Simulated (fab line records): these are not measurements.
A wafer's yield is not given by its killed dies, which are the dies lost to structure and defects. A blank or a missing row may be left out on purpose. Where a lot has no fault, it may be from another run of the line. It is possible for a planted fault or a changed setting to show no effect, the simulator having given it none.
8D (eight disciplines) problem report, filled in by code    flow gf180mcu    the parts of the form that need people (team, actions taken, sign-off) are left out

## 1. WHAT WENT WRONG
Mean of oes_product_au at GF_M4_METAL_ETCH_16: 0.943 a.u. across 6 wafers in 2 lots; on wafers with no fault it is 0.974 a.u. (standard deviation 0.0061). That is -5.0 standard deviations from the usual mean.
The step: etches the open film in Cl2/BCl3, stops on SiO2, target depth 627.5 nm, time 104.6 s.
Seen first at day 29 02:59 on rie_metal-01, wafer L683.1. Wafers with a number at this step in the record: 42, from 14 lots. Rule for "out", or "out of limits": more than 4 standard deviations from the usual mean. The rest of the wafers with a number are treated as sound.

## 2. WHAT IT IS; WHAT IT IS NOT
question                     is                          is not
which readings at this step  oes_product_au              bias_w, drypump_motor_current_A
which lots                   L683, L684                  L666, L667, L669, L670, L672, L674, L675, L677, L686, L687, L688, L689
which wafers of those lots   all that have a number      -
read on which tools          rie_metal-01, rie_metal-02  rie_metal-04
when                         from day 29 02:59           up to then (24 sound wafers); but 12 sound wafers of L686, L687, L688, L689 came after

## 3. WHAT RULES OUT EACH SUSPECT
Counting: a tool at a process step up to the reading stays a suspect if it ran every lot that is out and no sound lot after the first of them.
- pvd_sputter-03 at GF_M4_SPUTTER_01 (material TiN, target thk 30 nm, time 25 s): ruled out as a lasting fault. The sound lots L688 went through it after L683, its earliest lot that is out (day 28 07:56).
Left after counting: nothing in the record.

## 4. THE CAUSE (what the simulator had put in)
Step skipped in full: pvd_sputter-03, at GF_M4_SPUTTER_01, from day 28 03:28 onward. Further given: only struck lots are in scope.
The count ruled it out by mistake, since the rule takes a fault to strike every lot its tool runs from the start of the fault on, and this one did not do so.

## 5. THE CHAIN OF EFFECTS, in route order
Each row: a reading whose mean over the struck wafers that have a number lies more than 3 standard deviations from the usual. Readings are gone through only where the record gives a usual standard deviation; hours: the median, over the lots, of the time from a lot's start at the first step in this table giving one to that lot's start at this step; sigmas: the change measured in usual standard deviations.
hours  step                 reading             usual       on struck wafers  change  sigmas
0      GF_M4_METAL_ETCH_16  oes_product_au      0.974 a.u.  0.943             -0.031  -5.0
0      GF_M4_METAL_ETCH_16  throttle_valve_pct  28.247 %    28.276            +0.029  +3.0
Its process steps:
- GF_M4_METAL_ETCH_16: etches the open film in Cl2/BCl3, stops on SiO2, target depth 627.5 nm, time 104.6 s.
Readings that are blank on the struck wafers while sound wafers have them: cathode_dc_power_W at GF_M4_SPUTTER_01; chamber_pressure_pa at GF_M4_SPUTTER_01; throttle_valve_pct at GF_M4_SPUTTER_01.

## 6. WHAT WOULD HAVE CAUGHT IT SOONER
24 hours passed between the start of the fault at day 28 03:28 and the first reading out of limits in this record, taken at day 29 02:59.
At GF_M4_SPUTTER_01 the tool's readings are blank on the struck wafers, where sound wafers have them: an empty tool record is the first sign, and it was there at once.
